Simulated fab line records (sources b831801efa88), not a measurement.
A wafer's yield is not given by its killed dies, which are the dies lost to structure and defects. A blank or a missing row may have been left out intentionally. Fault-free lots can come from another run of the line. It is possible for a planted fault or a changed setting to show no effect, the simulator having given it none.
Which of the tools did it? -- flow sky130 -- at 1 step of a route of 708, 7 lots with 21 wafers sampled

## WHAT THE GAUGES SHOWED, per wafer
SKY_GATE_OXIDE_OVL_MEAS_10.
lot,measured,on,GATE_OXIDE_OVL (nm)
L523,day 14 05:50,overlay-02,-1.8 -1.0 -2.2
L526,day 15 13:49,overlay-02,1.9 1.1 2.3
L527,day 15 21:49,overlay-01,-2.2 0.6 -0.8
L531,day 17 09:36,overlay-02,1.7 1.3 -0.1
L538,day 19 17:48,overlay-02,-0.8 -1.4 -1.9
L542,day 20 20:46,overlay-01,-0.1 0.8 0.6
L545,day 22 00:48,overlay-02,0.0 1.6 0.5

## EACH LOT AND THE TOOL THAT RAN IT (in order: tool; ch and the chambers of the sampled wafers; start)
The record shows no process step preceding these readings.

## THE ANSWER, worked out from the rows above alone
Rule: usual is defined by the lots themselves. Put in order of their means at a reading, lots are off if they are a third of the lots or fewer, leave a main group of 4 or more, and stand apart from it by a gap of 3 or more times the standard deviation of the main group's means; of several such gaps the widest counts. Not used: any main group whose means are identical at the precision the tables above print for the reading. Also off: a lot with no number at a reading for which 4 or more lots have one. Where the step has rows for the other lots, those lots are counted as sound.
No lot is off at any reading shown: from this, nothing can be told.

## WHAT THE SIMULATOR PUT IN
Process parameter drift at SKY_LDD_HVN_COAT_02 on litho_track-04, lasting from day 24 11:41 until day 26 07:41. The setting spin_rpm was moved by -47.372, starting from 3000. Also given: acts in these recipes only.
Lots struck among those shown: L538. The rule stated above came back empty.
